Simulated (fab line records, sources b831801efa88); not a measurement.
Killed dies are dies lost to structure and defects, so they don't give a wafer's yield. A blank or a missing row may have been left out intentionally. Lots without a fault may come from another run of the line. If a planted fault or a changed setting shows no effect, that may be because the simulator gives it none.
Chamber matching | flow sky130 | cmp-02 running SKY_VIA1_CMP_02: 4 sister chambers
The step polishes SiO2. 4 wafers are shown with their chamber, then 7 later ones without.

WAFERS, EACH WITH ITS CHAMBER
wafer  | chamber | motor-current-A (A)
L464.4 | 0       | 13.4
L474.4 | 1       | 12.0
L479.3 | 2       | 12.5
L479.4 | 3       | 16.1

WAFERS WITHOUT THEIR CHAMBER
wafer  | motor-current-A (A)
L479.6 | 11.8
L481.1 | 16.1
L481.3 | 11.5
L481.4 | 13.0
L485.2 | 12.3
L485.4 | 15.4
L485.5 | 15.8

EACH ONE'S CHAMBER
wafer  | from the rows above          | in truth
L479.6 | can't be placed: 1 or 2      | 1
L481.1 | 3                            | 3
L481.3 | can't be placed: 1 or 2      | 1
L481.4 | can't be placed: 0 or 2 or 1 | 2
L485.2 | can't be placed: 2 or 1      | 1
L485.4 | 3                            | 3
L485.5 | 3                            | 3
Placed correctly: 3 of 7. Unplaceable from these rows: 4, with the true chamber sitting among the candidates in 4. Wrongly placed: 0.
How it was worked out, from the rows above alone: a wafer's distance from a chamber is the root of the sum, over the readings, of the square of ((its reading less the chamber's mean) divided by the reading's scatter). The wafer belongs to the nearest chamber; if the next one is less than 2 further off, it can't be placed. A chamber's mean is the mean of its shown wafers. The scatter: with one shown wafer a chamber, the root of the mean of the squares of how far each hidden wafer lies from its nearest shown one.
